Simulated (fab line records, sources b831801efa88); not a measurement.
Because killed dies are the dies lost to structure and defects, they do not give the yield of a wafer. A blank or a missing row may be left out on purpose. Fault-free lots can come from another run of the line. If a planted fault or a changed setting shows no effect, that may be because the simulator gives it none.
Chamber matching -- flow sky130 -- SKY_VIA2_CMP_24 on cmp-01 has 4 sister chambers
The step polishes, stops on SiO2, t overpolish 20 s, target thk 0 nm. 8 wafers are shown with their chamber, then 8 later ones without.

EACH WAFER AND ITS CHAMBER
wafer,chamber,motor_current_A (A),overpolish_run_s (s)
L769.3,1,8.8,20.017
L769.4,0,11.2,20.016
L773.3,3,12.5,19.996
L773.4,0,11.0,20.003
L774.1,1,9.2,20.004
L774.2,2,11.5,20.001
L774.5,3,12.4,20.004
L776.3,2,11.9,20.004

WAFERS WITH NO CHAMBER GIVEN
wafer,motor_current_A (A),overpolish_run_s (s)
L776.5,9.0,20.015
L776.6,11.6,19.987
L783.1,11.3,20.000
L783.3,9.1,20.014
L783.6,10.7,20.001
L786.2,11.1,20.003
L786.4,12.9,19.996
L786.5,10.7,20.001

EACH ONE'S CHAMBER
wafer,from the rows above,in truth
L776.5,1,1
L776.6,can't be placed: 2 or 0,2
L783.1,can't be placed: 0 or 2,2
L783.3,1,1
L783.6,0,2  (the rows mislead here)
L786.2,can't be placed: 0 or 2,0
L786.4,3,3
L786.5,0,0
4 of 8 placed correctly. Cannot be placed on the basis of these rows: 3; the candidates contain the true chamber in 3. Placed wrongly: 1.
How it was worked out, from the rows above alone: a wafer's distance from a chamber is the root of the sum, over the readings, of the square of ((its reading less the chamber's mean) divided by the reading's scatter). The wafer belongs to the nearest chamber; if the next one is less than 2 further off, it can't be placed. The mean given for a chamber averages the wafers shown for that chamber. The scatter is the square root of a quotient: the sum, over the shown wafers, of each reading's squared deviation from its chamber's mean, divided by wafers minus chambers.
